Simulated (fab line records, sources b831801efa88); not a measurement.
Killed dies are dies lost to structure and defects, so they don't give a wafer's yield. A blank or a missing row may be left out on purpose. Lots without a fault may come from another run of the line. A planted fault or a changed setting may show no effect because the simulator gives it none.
Which tool did it? | flow sky130 | 13 lots, 39 wafers sampled, at 5 steps of a route of 708

WHAT THE GAUGES READ, wafer by wafer
SKY_SD_P_OVL_MEAS_08.
lot  | measured     | on         | SD_P_OVL (nm)
L209 | day 26 04:27 | overlay-02 | -1.2 -1.2 -1.7
L210 | day 26 06:52 | overlay-01 | -1.1 0.0 -0.3
L211 | day 26 17:22 | overlay-01 | -1.0 -0.2 1.0
L212 | day 27 07:06 | overlay-02 | -0.1 0.0 0.2
L214 | day 27 21:09 | overlay-01 | -0.6 -0.8 -0.3
L213 | day 27 22:46 | overlay-01 | 2.2 -2.7 -0.7
L217 | day 28 13:02 | overlay-02 | 1.9 1.2 3.1
L219 | day 29 05:01 | overlay-01 | -0.1 -1.4 1.3
L218 | day 29 06:17 | overlay-02 | -0.7 -1.8 -1.4
L221 | day 29 18:40 | overlay-02 | -2.5 -1.4 -0.7
L222 | day 29 18:59 | overlay-01 | 0.1 0.5 0.6
L224 | day 30 10:46 | overlay-01 | -1.7 -0.4 -3.1
L230 | day 32 15:25 | overlay-01 | -1.4 0.4 -1.4

SKY_SD_N_RS_MEAS_18: measures by four-point-probe.
lot  | measured     | on            | RES_XHIGH_RS (ohm/sq)
L209 | day 28 16:00 | film_metro-04 | 331.8 333.3 332.8
L210 | day 28 18:56 | film_metro-03 | 334.9 335.7 336.2
L211 | day 29 05:24 | film_metro-03 | 332.6 333.7 333.6
L212 | day 29 17:42 | film_metro-02 | 333.9 333.1 333.2
L214 | day 30 06:41 | film_metro-03 | 334.3 334.5 333.5
L213 | day 30 07:53 | film_metro-03 | 333.7 333.4 334.8
L217 | day 30 22:17 | film_metro-03 | 335.1 335.5 335.2
L219 | day 31 13:43 | film_metro-02 | 333.7 333.6 332.9
L218 | day 31 15:38 | film_metro-03 | 333.8 333.3 333.6
L221 | day 32 03:55 | film_metro-04 | 333.8 333.7 335.5
L222 | day 32 04:01 | film_metro-03 | 331.6 331.8 332.2
L224 | day 32 19:15 | film_metro-02 | 332.8 333.5 337.5
L230 | day 34 21:32 | film_metro-02 | 333.2 332.9 332.5

SKY_LI_CONTACT_THK_MEAS_01.
lot  | measured     | on            | LI_CONTACT_HDPCVD_THK (nm)
L209 | day 28 16:14 | film_metro-04 | 911 928 921
L210 | day 28 19:10 | film_metro-02 | 923 943 934
L211 | day 29 05:38 | film_metro-02 | 943 938 946
L212 | day 29 18:08 | film_metro-02 | 944 943 937
L214 | day 30 06:56 | film_metro-04 | 935 909 938
L213 | day 30 08:09 | film_metro-04 | 951 941 921
L217 | day 30 22:31 | film_metro-02 | 918 923 901
L219 | day 31 13:55 | film_metro-03 | 904 953 946
L218 | day 31 15:52 | film_metro-02 | 936 925 935
L221 | day 32 04:09 | film_metro-02 | 926 915 922
L222 | day 32 04:14 | film_metro-04 | 951 927 931
L224 | day 32 19:28 | film_metro-04 | 929 953 917
L230 | day 34 21:47 | film_metro-04 | 923 904 914

SKY_LI_CONTACT_BOW_MEAS_03.
lot  | measured     | on            | LI_CONTACT_BOW (um)
L209 | day 28 16:36 | film_metro-02 | 71 61 60
L210 | day 28 19:32 | film_metro-04 | 56 49 48
L211 | day 29 06:01 | film_metro-02 | 58 70 61
L212 | day 29 18:31 | film_metro-04 | 45 53 58
L214 | day 30 07:17 | film_metro-03 | 63 56 46
L213 | day 30 08:31 | film_metro-02 | 63 55 60
L217 | day 30 22:53 | film_metro-04 | 61 59 50
L219 | day 31 14:19 | film_metro-03 | 60 58 58
L218 | day 31 16:14 | film_metro-04 | 47 65 47
L221 | day 32 04:31 | film_metro-04 | 61 65 59
L222 | day 32 04:49 | film_metro-02 | 59 57 59
L224 | day 32 19:51 | film_metro-03 | 62 62 60
L230 | day 34 22:08 | film_metro-03 | 57 60 49

WHICH TOOL RAN EACH LOT (tool, then ch and the chambers of the sampled wafers, then the start)
lot  | SKY_RES_XHIGH_IMPLANT_07
L209 | implanter-01 ch 0, day 27 09:59
L210 | implanter-02 ch 0, day 27 12:47
L211 | implanter-02 ch 0, day 27 23:10
L212 | implanter-02 ch 0, day 28 12:40
L214 | implanter-03 ch 0, day 29 01:58
L213 | implanter-03 ch 0, day 29 03:23
L217 | implanter-03 ch 0, day 29 17:22
L219 | implanter-03 ch 0, day 30 09:32
L218 | implanter-02 ch 0, day 30 10:13
L221 | implanter-01 ch 0, day 30 23:05
L222 | implanter-02 ch 0, day 30 23:34
L224 | implanter-01 ch 0, day 31 14:49
L230 | implanter-03 ch 0, day 33 18:04
- SKY_RES_XHIGH_IMPLANT_07

WHAT THE TOOLS THEMSELVES READ (means of the sampled wafers that have a number; where no wafer has one, the mark that the record gives instead)
The record holds no such reading with a usual standard deviation.

THE ANSWER, worked out from the rows above alone
Rule: what is usual is taken from the lots themselves. Put in order of their means at a reading, lots are off if they are a third of the lots or fewer, leave a main group of 4 or more, and stand apart from it by a gap of 3 or more times the standard deviation of the main group's means; of several such gaps the widest counts. A main group whose means are all the same, to the digits that the tables above print for the reading, isn't used. A lot without any number at a reading at which 4 lots or more have one is off too. The other lots that the step has rows for count as sound. The gauges are gone through in route order, then the tools' own readings, and for those a lot's mean is taken as printed above. The first step at which some lot is off is used, and at that step the reading that is off furthest; a lot without a number counts as furthest.
No lot is off at any reading shown: from this, nothing can be told.

WHAT THE SIMULATOR HAD PUT IN
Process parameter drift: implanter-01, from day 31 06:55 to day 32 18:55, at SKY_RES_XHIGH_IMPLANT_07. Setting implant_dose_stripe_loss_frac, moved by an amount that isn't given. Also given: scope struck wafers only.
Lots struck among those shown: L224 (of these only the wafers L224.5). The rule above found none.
